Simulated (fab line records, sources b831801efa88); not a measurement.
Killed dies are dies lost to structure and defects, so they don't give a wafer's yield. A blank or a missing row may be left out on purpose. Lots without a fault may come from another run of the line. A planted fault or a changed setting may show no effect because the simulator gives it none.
Which tool did it? | flow sky130 | 11 lots, 33 wafers sampled, at 6 steps of a route of 708

WHAT THE GAUGES READ, wafer by wafer
The record holds no reading of a measuring or inspecting step that can be judged against a usual standard deviation.

WHICH TOOL RAN EACH LOT (tool, then ch and the chambers of the sampled wafers, then the start)
lot  | SKY_VIA3_STRIP_16                    | SKY_METAL4_SPUTTER_00        | SKY_METAL4_COAT_08                | SKY_METAL4_STRIP_19                  | SKY_VIA4_ETCH_12                   | SKY_PAD_OPEN_PROBE_99
L658 | plasma_asher-03 ch 1, day 40 02:02   | pvd_sputter-03, day 40 03:23 | litho_track-01 ch 0, day 41 16:00 | plasma_asher-01 ch 0,1, day 42 05:21 | rie_diel-02 ch 2,3, day 43 05:35   | -
L659 | plasma_asher-01 ch 0,1, day 40 03:38 | pvd_sputter-04, day 40 04:51 | litho_track-03 ch 0, day 41 18:00 | plasma_asher-03 ch 0,1, day 42 06:31 | rie_diel-04 ch 0,1,3, day 43 06:14 | -
L660 | plasma_asher-02 ch 0,1, day 40 07:01 | pvd_sputter-02, day 40 08:20 | litho_track-04 ch 0, day 41 21:00 | plasma_asher-01 ch 0,1, day 42 09:24 | rie_diel-02 ch 2,3, day 43 09:08   | -
L662 | plasma_asher-02 ch 0,1, day 41 02:57 | pvd_sputter-03, day 41 04:25 | litho_track-01 ch 0, day 42 16:00 | plasma_asher-03 ch 0,1, day 43 04:52 | rie_diel-04 ch 1,2,3, day 44 04:23 | -
L663 | plasma_asher-01 ch 0,1, day 41 13:35 | pvd_sputter-04, day 41 15:23 | litho_track-03 ch 0, day 43 03:00 | plasma_asher-03 ch 0, day 43 15:05   | rie_diel-04 ch 0,1, day 44 14:44   | -
L664 | plasma_asher-02 ch 0,1, day 41 21:13 | pvd_sputter-04, day 41 22:55 | litho_track-03 ch 0, day 43 10:00 | plasma_asher-04 ch 0,1, day 43 22:32 | rie_diel-04 ch 0,1,3, day 44 21:08 | -
L668 | plasma_asher-02 ch 0,1, day 42 23:34 | pvd_sputter-03, day 43 00:49 | litho_track-03 ch 0, day 44 11:00 | plasma_asher-04 ch 0,1, day 44 22:52 | rie_diel-04 ch 0,2,3, day 45 21:23 | -
L669 | plasma_asher-03 ch 0,1, day 43 07:28 | pvd_sputter-03, day 43 08:45 | litho_track-03 ch 0, day 44 18:00 | plasma_asher-04 ch 0,1, day 45 06:01 | rie_diel-01 ch 0,1,3, day 46 03:56 | -
L670 | plasma_asher-02 ch 0,1, day 43 13:02 | pvd_sputter-03, day 43 14:22 | litho_track-04 ch 0, day 45 00:00 | plasma_asher-01 ch 0, day 45 11:40   | rie_diel-01 ch 1,3, day 46 09:17   | -
L675 | plasma_asher-01 ch 0,1, day 44 20:27 | pvd_sputter-02, day 44 22:07 | litho_track-01 ch 0, day 46 06:00 | plasma_asher-03 ch 0,1, day 46 16:52 | rie_diel-04 ch 2,3, day 47 14:12   | prober-02, day 50 01:22
L679 | plasma_asher-01 ch 1, day 45 13:11   | pvd_sputter-04, day 45 14:32 | litho_track-01 ch 0, day 46 22:00 | plasma_asher-03 ch 0,1, day 47 08:59 | rie_diel-04 ch 1,3, day 48 05:23   | -
- SKY_VIA3_STRIP_16: strips in O2/N2.
- SKY_METAL4_SPUTTER_00: material Ti, target thk 15 nm, time 10 s.
- SKY_METAL4_COAT_08: resist thk 1140 nm.
- SKY_METAL4_STRIP_19: strips in O2/N2.
- SKY_VIA4_ETCH_12: etches SiO2 in C4F8/O2/Ar, stops on TiN, target depth 580 nm.
- SKY_PAD_OPEN_PROBE_99

WHAT THE TOOLS THEMSELVES READ (means of the sampled wafers that have a number; where no wafer has one, the mark that the record gives instead)
SKY_VIA3_STRIP_16. Usual: drypump_motor_current_A 5.7 A, standard deviation 0.34; o2_flow_sccm 3000 sccm, standard deviation 9.3; oes_product_au 0.402 a.u., standard deviation 0.0042; strip_time_to_endpoint_s 4.124 s, standard deviation 0.021.
lot  | tool            | drypump_motor_current_A (A) | o2_flow_sccm (sccm) | oes_product_au (a.u.) | strip_time_to_endpoint_s (s) | flag
L658 | plasma_asher-03 | 5.3                         | 3013                | 0.403                 | 4.156                        |
L659 | plasma_asher-01 | 5.8                         | 3008                | 0.396                 | 4.115                        |
L660 | plasma_asher-02 | 5.6                         | 2992                | 0.404                 | 4.110                        |
L662 | plasma_asher-02 | 5.5                         | 3008                | 0.402                 | 4.105                        |
L663 | plasma_asher-01 | 5.8                         | 3000                | 0.401                 | 4.119                        |
L664 | plasma_asher-02 | 5.5                         | 2999                | 0.403                 | 4.133                        |
L668 | plasma_asher-02 | 5.6                         | 3005                | 0.404                 | 4.119                        |
L669 | plasma_asher-03 | 5.7                         | 2999                | 0.396                 | 4.114                        |
L670 | plasma_asher-02 | 5.5                         | 3008                | 0.402                 | 4.136                        |
L675 | plasma_asher-01 | 5.8                         | 3004                | 0.401                 | 4.118                        |
L679 | plasma_asher-01 | 5.9                         | 3001                | 0.403                 | 4.107                        |

SKY_METAL4_SPUTTER_00. Usual: chamber_pressure_pa 0.4000 Pa, standard deviation 0.00075; throttle_valve_pct 30.3 %, standard deviation 0.85.
lot  | tool           | chamber_pressure_pa (Pa) | throttle_valve_pct (%) | flag
L658 | pvd_sputter-03 | 0.3993                   | 30.0                   |
L659 | pvd_sputter-04 | 0.4004                   | 30.9                   |
L660 | pvd_sputter-02 | 0.4006                   | 28.8                   |
L662 | pvd_sputter-03 | 0.3992                   | 31.1                   |
L663 | pvd_sputter-04 | 0.3998                   | 30.7                   |
L664 | pvd_sputter-04 | 0.3995                   | 30.8                   |
L668 | pvd_sputter-03 | 0.4005                   | 30.1                   |
L669 | pvd_sputter-03 | 0.4002                   | 29.9                   |
L670 | pvd_sputter-03 | 0.3995                   | 30.0                   |
L675 | pvd_sputter-02 | 0.3999                   | 29.1                   |
L679 | pvd_sputter-04 | 0.3998                   | 30.8                   |

SKY_METAL4_STRIP_19. Usual: drypump_motor_current_A 6.1 A, standard deviation 0.46; o2_flow_sccm 3001 sccm, standard deviation 9.4; oes_product_au 0.505 a.u., standard deviation 0.0054; strip_time_to_endpoint_s 6.59 s, standard deviation 0.058.
lot  | tool            | drypump_motor_current_A (A) | o2_flow_sccm (sccm) | oes_product_au (a.u.) | strip_time_to_endpoint_s (s) | flag
L658 | plasma_asher-01 | 5.9                         | 3005                | 0.506                 | 6.61                         |
L659 | plasma_asher-03 | 6.1                         | 3001                | 0.504                 | 6.59                         |
L660 | plasma_asher-01 | 5.8                         | 3000                | 0.507                 | 6.69                         |
L662 | plasma_asher-03 | 5.7                         | 2996                | 0.511                 | 6.60                         |
L663 | plasma_asher-03 | 6.4                         | 2992                | 0.513                 | 6.66                         |
L664 | plasma_asher-04 | 6.4                         | 2997                | 0.501                 | 6.60                         |
L668 | plasma_asher-04 | 6.5                         | 2996                | 0.514                 | 6.87                         | OFF
L669 | plasma_asher-04 | 6.4                         | 3010                | 0.515                 | 6.79                         | OFF
L670 | plasma_asher-01 | 5.8                         | 3011                | 0.506                 | 6.53                         |
L675 | plasma_asher-03 | 5.7                         | 2996                | 0.508                 | 6.57                         |
L679 | plasma_asher-03 | 5.7                         | 2993                | 0.496                 | 6.53                         |

SKY_VIA4_ETCH_12. Usual: oes_product_au 0.925 a.u., standard deviation 0.0044.
lot  | tool        | oes_product_au (a.u.) | flag
L658 | rie_diel-02 | 0.926                 |
L659 | rie_diel-04 | 0.925                 |
L660 | rie_diel-02 | 0.924                 |
L662 | rie_diel-04 | 0.924                 |
L663 | rie_diel-04 | 0.927                 |
L664 | rie_diel-04 | 0.926                 |
L668 | rie_diel-04 | 0.922                 |
L669 | rie_diel-01 | 0.920                 |
L670 | rie_diel-01 | 0.926                 |
L675 | rie_diel-04 | 0.925                 |
L679 | rie_diel-04 | 0.925                 |

SKY_PAD_OPEN_PROBE_99. Usual: defect_limited_yield 82.6 %, standard deviation 1.9; killed_at_M0_to_M3 43, standard deviation 6.5; killed_at_M4_up 3.2, standard deviation 1.8; killed_at_contacts 24, standard deviation 5; killed_at_front_end 15, standard deviation 4.1; killed_at_other 0.3, standard deviation 0.54; killed_dies 85, standard deviation 9.3; killed_open 47, standard deviation 7.2; killed_short 39, standard deviation 5.9; sort_bin_3_pad_short 0.9 %, standard deviation 0.4; sort_bin_5_function 10.3 %, standard deviation 1.5; sort_bin_6_memory 6.2 %, standard deviation 1.2; sort_n_pass 407, standard deviation 9.3; sort_yield_pct 82.6 %, standard deviation 1.9.
lot  | tool      | defect_limited_yield (%) | killed_at_M0_to_M3 | killed_at_M4_up | killed_at_contacts | killed_at_front_end | killed_at_other | killed_dies | killed_open | killed_short | sort_bin_3_pad_short (%) | sort_bin_5_function (%) | sort_bin_6_memory (%) | sort_n_pass | sort_yield_pct (%) | flag
L675 | prober-02 | 83.3                     | 43                 | 3.7             | 19                 | 16                  | 0.3             | 82          | 41          | 40           | 0.6                      | 9.6                     | 6.4                   | 410         | 83.3               |

THE ANSWER, worked out from the rows above alone
Rule: a lot is off if the mean of its wafers that have a number lies more than 3 standard deviations from the usual mean. A lot without any number at a reading at which 4 lots or more have one is off too. The other lots that the step has rows for count as sound. The gauges are gone through in route order, then the tools' own readings, and for those a lot's mean is taken as printed above. The first step at which some lot is off is used, and at that step the reading that is off furthest; a lot without a number counts as furthest.
Off: L668, L669, at SKY_METAL4_STRIP_19 (strip_time_to_endpoint_s).
A tool fits if, at that step or a process step before it, it ran every lot that is off, and no sound lot after the first of them. Can't be told from this: 2 tools fit, litho_track-03 at SKY_METAL4_COAT_08, plasma_asher-04 at SKY_METAL4_STRIP_19.

WHAT THE SIMULATOR HAD PUT IN
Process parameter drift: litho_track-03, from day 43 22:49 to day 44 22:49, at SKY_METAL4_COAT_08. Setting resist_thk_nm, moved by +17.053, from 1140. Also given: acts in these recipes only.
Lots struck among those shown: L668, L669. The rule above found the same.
